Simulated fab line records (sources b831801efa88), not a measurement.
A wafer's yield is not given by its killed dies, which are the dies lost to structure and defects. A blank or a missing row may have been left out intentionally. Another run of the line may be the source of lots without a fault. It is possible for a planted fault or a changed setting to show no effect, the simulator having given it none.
Chamber matching    flow gf180mcu    4 sister chambers for GF_SAB_ETCH_11 on rie-diel-01
The step etches SiO2 in C4F8/O2/Ar, target depth 55 nm, time 8.5 s. 8 wafers are shown with their chamber, then 7 later ones without.

## EACH WAFER AND ITS CHAMBER
wafer   chamber  oes-product-au (a.u.)
L311.4  1        0.990
L323.5  1        0.999
L326.6  0        1.012
L327.3  2        1.000
L327.4  3        0.997
L327.5  0        1.020
L330.1  2        1.001
L330.2  3        0.985

## WAFERS MISSING THEIR CHAMBER
wafer   oes-product-au (a.u.)
L330.3  1.015
L331.4  1.011
L331.5  1.000
L331.6  1.017
L332.1  1.007
L332.5  1.008
L332.6  1.002

## EACH ONE'S CHAMBER
wafer   from the rows above                in truth
L330.3  0                                  0
L331.4  can't be placed: 0 or 2 or 1       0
L331.5  can't be placed: 2 or 1 or 3       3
L331.6  0                                  0
L332.1  can't be placed: 2 or 0 or 1 or 3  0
L332.5  can't be placed: 2 or 0 or 1 or 3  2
L332.6  can't be placed: 2 or 1 or 3       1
2 of 7 placed correctly. These rows do not allow placing 5 (true chamber among the candidates in 5). Number placed wrongly: 0.
How it was worked out, from the rows above alone: a wafer's distance from a chamber is the root of the sum, over the readings, of the square of ((its reading less the chamber's mean) divided by the reading's scatter). If the next closest chamber is less than 2 further off than the closest, the wafer can't be placed; otherwise it belongs to the closest. For every chamber, the mean is computed from those of its wafers that are shown. The scatter: take each reading less its chamber's mean, square it, sum over the shown wafers, divide by the number of wafers less the number of chambers, and take the root.
